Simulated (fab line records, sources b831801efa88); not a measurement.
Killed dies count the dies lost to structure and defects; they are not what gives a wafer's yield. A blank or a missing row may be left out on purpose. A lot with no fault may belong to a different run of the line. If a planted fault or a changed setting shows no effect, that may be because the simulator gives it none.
8D (eight disciplines) problem report, filled in by code / flow sfq line / the parts of the form that need people (team, actions taken, sign-off) are left out

## 1. WHAT IS WRONG
thk nm at SFQ_TRILAYER_I1_METRO_MEASURE_047 reads a mean of 179.4 nm on 6 wafers of 2 lots; wafers without a fault read 199.9 nm with a standard deviation of 0.71. Relative to the usual mean, that is a shift of -29 standard deviations.
The first sign was on wafer L701.4 at day 17 04:34, on film metro-04. Wafers with a number at this step in the record: 42, from 14 lots. Rule for "out" (also "out of limits"): further than 4 standard deviations from the usual mean. All remaining wafers that have a number are taken as sound.

## 2. WHAT THIS IS AND IS NOT
question=which readings at this step | is=thk nm | is not=-
question=which lots | is=L701, L702 | is not=L696, L698, L709, L710, L711, L713, L714, L715, L716, L717, L718, L719
question=which wafers of those lots | is=all that have a number | is not=-
question=read on which tools | is=film metro-03, film metro-04 | is not=film metro-01
question=when | is=from day 17 04:34 | is not=up to then (6 sound wafers); but 30 sound wafers of L709, L710, L711, L713, L714, L715, L716, L717, L718, L719 came after

## 3. THE SUSPECTS, EACH WITH WHAT RULES IT OUT
Counting: a tool stays on the suspect list if, at a process step up to the reading, it processed all lots that are out and no sound lot following the first of them.
- rie metal-04 at SFQ_TRILAYER_M1_ETCH_METAL_ETCH_042 (etches Nb in Cl2/Ar, stops on SiO2, target depth 240 nm, time 120 s): ruled out as a lasting fault. Following L701 (day 16 17:38), the first lot on it that is out, the sound lots L709, L711, L713, L714, L715 were run on it.
- cmp-01 at SFQ_TRILAYER_I1_CMP_CMP_046 (polishes SiO2): ruled out as a lasting fault. Following L701 (day 17 02:21), the first lot on it that is out, the sound lots L710, L711, L713, L714, L717 were run on it.
Left after counting: nothing in the record.

## 4. THE CAUSE (what the simulator had put in)
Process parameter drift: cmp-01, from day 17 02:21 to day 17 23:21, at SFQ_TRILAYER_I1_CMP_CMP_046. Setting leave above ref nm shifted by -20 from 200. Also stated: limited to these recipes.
It was ruled out by counting, in error; the rule expects a fault to strike all lots run on its tool from its start on, and this fault did not.

## 5. THE CHAIN OF EFFECTS, in route order
Each row: a reading where the mean over the struck wafers with a number is more than 3 standard deviations away from the usual. Only readings for which the record gives a usual standard deviation are gone through. hours: the time from each lot's start at the first step in this table that gives one to its start at this step, as a median over the lots. sigmas: the change in usual standard deviations.
hours=0; step=SFQ_TRILAYER_I1_METRO_MEASURE_047; reading=thk nm; usual=199.9 nm; on struck wafers=179.4; change=-20.5; sigmas=-29
hours=161; step=SFQ_TRILAYER_I1_VIA_ETCH_VIA_ETCH_052; reading=oes product au; usual=0.854 a.u.; on struck wafers=0.804; change=-0.050; sigmas=-11
Process steps it contains:
- SFQ_TRILAYER_I1_METRO_MEASURE_047
- SFQ_TRILAYER_I1_VIA_ETCH_VIA_ETCH_052: etches SiO2 in CHF3, stops on Nb, target depth 260 nm.

## 6. HOW IT WOULD HAVE BEEN CAUGHT EARLIER
In this record the first reading out of limits was taken at day 17 04:34, 2 hours after the fault began at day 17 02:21.
No tool reading at SFQ_TRILAYER_I1_CMP_CMP_046 that has a usual standard deviation in the record was out on any struck wafer, so an alarm limit of 4 standard deviations on those readings would not have fired.
